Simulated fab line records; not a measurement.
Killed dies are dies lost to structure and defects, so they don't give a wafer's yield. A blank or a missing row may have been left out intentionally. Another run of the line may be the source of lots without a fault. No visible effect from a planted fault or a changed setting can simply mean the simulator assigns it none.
Matching of chambers    flow gf180mcu    GF_V1_CMP_04 on cmp-02 has 4 sister chambers
The step polishes SiO2. 4 wafers are shown with their chamber, then 8 later ones without.

EACH WAFER AND ITS CHAMBER
wafer   chamber  motor_current_A (A)
L145.4  3        11.7
L158.1  1        12.5
L158.2  0        12.5
L165.2  2        13.4

WAFERS WITH NO CHAMBER GIVEN
wafer   motor_current_A (A)
L165.4  11.4
L165.5  13.5
L166.2  11.9
L166.3  12.7
L166.6  12.1
L167.2  12.6
L167.5  13.3
L167.6  12.2

THE CHAMBER EACH PASSED THROUGH
wafer   from the rows above           in truth
L165.4  3                             3
L165.5  2                             2
L166.2  can't be placed: 3 or 0 or 1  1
L166.3  can't be placed: 0 or 1       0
L166.6  can't be placed: 0 or 1 or 3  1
L167.2  can't be placed: 0 or 1       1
L167.5  2                             2
L167.6  can't be placed: 0 or 1 or 3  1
3 of 8 placed correctly. Unplaceable from these rows: 5, with the true chamber sitting among the candidates in 5. Wrongly placed: 0.
How it was worked out, from the rows above alone: a wafer's distance from a chamber is the root of the sum, over the readings, of the square of ((its reading less the chamber's mean) divided by the reading's scatter). If the next closest chamber is less than 2 further off than the closest, the wafer can't be placed; otherwise it belongs to the closest. The mean given for a chamber averages the wafers shown for that chamber. The scatter (one wafer shown for each chamber): square how far every hidden wafer sits from the nearest shown wafer, average those squares and take the square root.
